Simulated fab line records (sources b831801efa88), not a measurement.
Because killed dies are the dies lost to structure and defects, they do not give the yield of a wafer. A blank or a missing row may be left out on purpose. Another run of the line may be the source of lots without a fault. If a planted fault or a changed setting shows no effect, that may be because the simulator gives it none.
One fault through the eyes of 2 desks    flow gf180mcu    what lay behind the numbers comes last; until then each desk has only its own

TOOL OWNER'S DESK, furnace-01
The tool's own readings at GF_DUAL_GATE_OXIDATION_02 (stabilise 600 s, purge 300 s, target thk 10.887 nm): means of the sampled wafers that have a number, for each lot that ran on this tool. Any lot whose mean is over 4 standard deviations away from the usual mean is out of limits and marked OUT; that distance is given in the brackets.
Columns: A = spike_tc_bottom_C at GF_DUAL_GATE_OXIDATION_02, usual 920.1 C; B = spike_tc_top_C at GF_DUAL_GATE_OXIDATION_02, usual 908.9 C; C = zone_power_upper_pct at GF_DUAL_GATE_OXIDATION_02, usual 19.8 %
lot   first seen here  A      B      C
L171  day 7 16:46      918.8  906.6  22.0
L174  day 8 15:40      918.2  907.3  22.3
L176  day 9 00:43      919.5  907.0  22.2
L178  day 9 11:18      920.1  906.4  21.9
L179  day 9 17:45      918.3  905.4  22.1
L180  day 10 03:40     920.1  907.1  21.7
L191  day 13 02:01     918.9  906.9  22.1
Finding of this desk: none of the 7 lots has anything out of limits.

THE METROLOGY DESK
What the gauges read for every lot (on any tool): the sampled wafers with a number, averaged. Any lot whose mean is over 4 standard deviations away from the usual mean is out of limits and marked OUT; that distance is given in the brackets.
Columns: A = DUAL_GATE_OXIDATION_00_THK at GF_DUAL_GATE_THK_MEAS_03, usual 10.89 nm
lot   first seen here  A
L171  day 7 18:13      10.74
L172  day 8 01:40      10.64
L174  day 8 17:07      10.57
L175  day 8 20:12      11.00
L176  day 9 02:09      10.69
L177  day 9 05:58      11.24
L178  day 9 12:46      10.57
L179  day 9 19:13      9.02 (-8.5) OUT
L180  day 10 05:07     9.17 (-7.8) OUT
L189  day 12 15:13     10.94
L191  day 13 03:28     11.23
L192  day 13 09:40     10.94
L193  day 13 20:21     10.92
L194  day 14 07:22     10.89
This desk finds L179, L180 out of limits, with the earliest case on L179 at day 9 19:13 (DUAL_GATE_OXIDATION_00_THK at GF_DUAL_GATE_THK_MEAS_03). L171, L172, L174, L175, L176, L177, L178, L189, L191, L192, L193, L194: within limits.

TAKEN TOGETHER
L179, L180 would have let the metrology desk raise an alarm at day 9 19:13.
Nothing out of limits was seen by the tool owner's desk.
Tool owner's desk: L179, L180 on record, inside its limits.
All the named lots went through GF_DUAL_GATE_OXIDATION_02 on furnace-01.

WHAT THE SIMULATOR HAD INSERTED
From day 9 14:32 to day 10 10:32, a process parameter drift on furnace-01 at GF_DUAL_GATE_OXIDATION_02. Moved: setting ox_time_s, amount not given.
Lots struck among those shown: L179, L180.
Time in hours between the start of the fault and the first out-of-limits reading at each desk: metrology desk, 5.
